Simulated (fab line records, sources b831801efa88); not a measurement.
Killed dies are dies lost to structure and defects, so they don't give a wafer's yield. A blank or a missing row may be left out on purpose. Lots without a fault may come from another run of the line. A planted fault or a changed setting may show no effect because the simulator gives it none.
Which tool did it? | flow sky130 | 6 lots, 18 wafers sampled, at 2 steps of a route of 708

WHAT THE GAUGES READ, wafer by wafer
SKY_SD_N_CD_MEAS_07: target cd 380 nm.
lot  | measured     | on        | cd_nm (nm)
L720 | day 30 01:25 | cd_sem-01 | 381.5 384.7 381.9
L724 | day 31 05:56 | cd_sem-01 | 380.6 377.9 381.2
L726 | day 31 23:53 | cd_sem-01 | 378.9 378.1 377.8
L728 | day 32 19:35 | cd_sem-02 | 382.0 379.0 381.0
L731 | day 33 06:53 | cd_sem-01 | 385.3 380.0 377.9
L733 | day 33 19:10 | cd_sem-02 | 385.6 386.8 386.8

WHICH TOOL RAN EACH LOT (tool, then ch and the chambers of the sampled wafers, then the start)
lot  | SKY_SD_N_DEVELOP_06
L720 | litho_track-02 ch 0, day 30 01:17
L724 | litho_track-02 ch 0, day 31 05:44
L726 | litho_track-03 ch 0, day 31 23:44
L728 | litho_track-04 ch 0, day 32 19:26
L731 | litho_track-04 ch 0, day 33 06:44
L733 | litho_track-04 ch 0, day 33 19:01
- SKY_SD_N_DEVELOP_06: develop time 60 s.

THE ANSWER, worked out from the rows above alone
Rule: what is usual is taken from the lots themselves. Put in order of their means at a reading, lots are off if they are a third of the lots or fewer, leave a main group of 4 or more, and stand apart from it by a gap of 3 or more times the standard deviation of the main group's means; of several such gaps the widest counts. A main group whose means are all the same, to the digits that the tables above print for the reading, isn't used. A lot without any number at a reading at which 4 lots or more have one is off too. The other lots that the step has rows for count as sound.
No lot is off at any reading shown: from this, nothing can be told.

WHAT THE SIMULATOR HAD PUT IN
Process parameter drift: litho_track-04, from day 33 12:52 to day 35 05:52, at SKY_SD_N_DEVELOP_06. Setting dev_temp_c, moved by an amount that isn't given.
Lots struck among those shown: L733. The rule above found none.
